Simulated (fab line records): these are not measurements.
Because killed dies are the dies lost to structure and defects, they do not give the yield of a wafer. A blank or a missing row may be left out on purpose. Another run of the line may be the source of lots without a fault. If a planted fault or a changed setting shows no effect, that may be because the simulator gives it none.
Chamber matching -- flow sky130 -- rie_diel-02 running SKY_LI_CONTACT_ETCH_15: 4 sister chambers
The step etches PSG in C4F8/O2/Ar, stops on Si, target depth 600 nm. 20 wafers are shown with their chamber, then 10 later ones without.

## WAFERS PAIRED WITH THEIR CHAMBERS
wafer,chamber,rf_fwd_power_W (W),chamber_pressure_mTorr (mTorr),oes_product_au (a.u.)
L074.1,3,1481,39.97,0.836
L074.3,1,1483,40.00,0.834
L074.5,1,1491,39.93,0.840
L075.2,1,1495,39.98,0.842
L075.5,1,1488,39.99,0.836
L075.6,2,1497,40.02,0.834
L078.1,2,1495,39.99,0.846
L078.5,3,1489,39.96,0.831
L078.6,2,1489,40.04,0.836
L080.1,0,1493,40.04,0.837
L080.2,2,1494,40.04,0.834
L080.3,3,1490,39.99,0.830
L081.1,2,1500,39.96,0.836
L081.2,1,1497,39.94,0.836
L081.5,0,1501,40.02,0.829
L083.3,0,1493,39.98,0.841
L083.5,0,1498,40.02,0.835
L083.6,3,1492,40.01,0.843
L084.1,1,1496,40.06,0.841
L084.2,0,1490,39.95,0.829

SIGNATURES (averages over the wafers above)
reading,chamber 0,chamber 1,chamber 2,chamber 3,scatter within a chamber
rf_fwd_power_W,1495.00,1491.67,1495.00,1488.00,4.75
chamber_pressure_mTorr,40.0020,39.9833,40.0100,39.9825,0.0375
oes_product_au,0.83420,0.83817,0.83720,0.83500,0.0048
Rule: distance of a wafer from a chamber = root of the sum over the readings of ((wafer's reading minus chamber's mean) / reading's scatter) squared. If the next closest chamber is less than 2 further off than the closest, the wafer can't be placed; otherwise it belongs to the closest. The scatter is the square root of a quotient: the sum, over the shown wafers, of each reading's squared deviation from its chamber's mean, divided by wafers minus chambers.

## WAFERS MISSING THEIR CHAMBER
wafer,rf_fwd_power_W (W),chamber_pressure_mTorr (mTorr),oes_product_au (a.u.)
L084.3,1486,40.02,0.840
L085.2,1499,40.00,0.834
L085.5,1495,40.01,0.836
L085.6,1490,40.04,0.834
L087.1,1486,40.02,0.840
L087.3,1494,40.03,0.836
L087.6,1490,39.98,0.838
L090.3,1483,39.96,0.843
L090.5,1491,39.93,0.833
L090.6,1487,39.91,0.833

## WHICH CHAMBER EACH WENT THROUGH
wafer,from the rows above,in truth
L084.3,can't be placed: 3 or 1 or 2 or 0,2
L085.2,can't be placed: 0 or 2 or 1 or 3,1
L085.5,can't be placed: 2 or 0 or 1 or 3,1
L085.6,can't be placed: 0 or 2 or 3 or 1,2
L087.1,can't be placed: 3 or 1 or 2 or 0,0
L087.3,can't be placed: 2 or 0 or 1 or 3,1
L087.6,can't be placed: 1 or 3 or 2 or 0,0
L090.3,can't be placed: 3 or 1 or 2 or 0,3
L090.5,can't be placed: 3 or 1 or 0 or 2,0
L090.6,can't be placed: 3 or 1 or 0 or 2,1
0 of 10 placed correctly. Not placeable from these rows: 10 (in 10, the candidates include the true chamber). Number placed wrongly: 0.
